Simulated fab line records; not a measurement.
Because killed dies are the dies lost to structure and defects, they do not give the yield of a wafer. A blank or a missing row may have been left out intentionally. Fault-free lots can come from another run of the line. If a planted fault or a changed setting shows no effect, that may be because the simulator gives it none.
One fault through the eyes of 2 desks + flow gf180mcu + each desk has only its own numbers; what lay behind them comes last

## AT THE TOOL OWNER'S DESK: pvd_sputter-01
At GF_M3_SPUTTER_01 (material TiN, target thk 30 nm, time 25 s) the tool's own readings: per lot run on this tool, the mean of the sampled wafers that have a number. The brackets show how far a lot's mean lies from the usual mean; more than 4 standard deviations puts the lot out of limits, marked OUT.
Columns: A = cathode_dc_power_W at GF_M3_SPUTTER_01, usual 6500.1 W; B = chamber_pressure_pa at GF_M3_SPUTTER_01, usual 0.4000 Pa; C = throttle_valve_pct at GF_M3_SPUTTER_01, usual 30.1 %
| lot  | first seen here | A      | B      | C    |
|------|-----------------|--------|--------|------|
| L629 | day 21 19:20    | 6499.9 | 0.3992 | 29.4 |
| L643 | day 26 11:34    | 6499.2 | 0.4005 | 30.0 |
| L644 | day 26 17:40    | 6499.9 | 0.3999 | 28.3 |
| L647 | day 27 14:25    | 6499.1 | 0.4000 | 29.3 |
This desk's verdict: no lot among the 4 shows anything out of limits.

## METROLOGY DESK
What the gauges read, lot by lot, whatever tool the lot ran on: means of the sampled wafers that have a number. The brackets show how far a lot's mean lies from the usual mean; more than 4 standard deviations puts the lot out of limits, marked OUT.
Columns: A = V2_CVD_00_THK at GF_V2_THK_MEAS_01, usual 604 nm; B = M3_ALCU_RS at GF_M3_RS_MEAS_05, usual 0.0695 ohm/sq
| lot  | first seen here | A   | B      |
|------|-----------------|-----|--------|
| L628 | day 20 14:04    | 605 | 0.0691 |
| L629 | day 20 17:02    | 600 | 0.0701 |
| L630 | day 20 20:45    | 608 | 0.0695 |
| L632 | day 21 21:52    | 604 | 0.0698 |
| L634 | day 22 18:24    | 604 | 0.0684 |
| L635 | day 22 19:53    | 608 | 0.0692 |
| L643 | day 25 12:20    | 609 | 0.0688 |
| L644 | day 25 18:07    | 614 | 0.0692 |
| L645 | day 25 18:23    | 606 | 0.0695 |
| L646 | day 26 13:53    | 600 | 0.0704 |
| L647 | day 26 14:33    | 605 | 0.0692 |
This desk's verdict: no lot among the 11 shows anything out of limits.

## TAKEN TOGETHER
The desk of the tool owner found nothing out of limits.
Nothing out of limits was seen by the metrology desk.

## WHAT WAS PUT IN BY THE SIMULATOR
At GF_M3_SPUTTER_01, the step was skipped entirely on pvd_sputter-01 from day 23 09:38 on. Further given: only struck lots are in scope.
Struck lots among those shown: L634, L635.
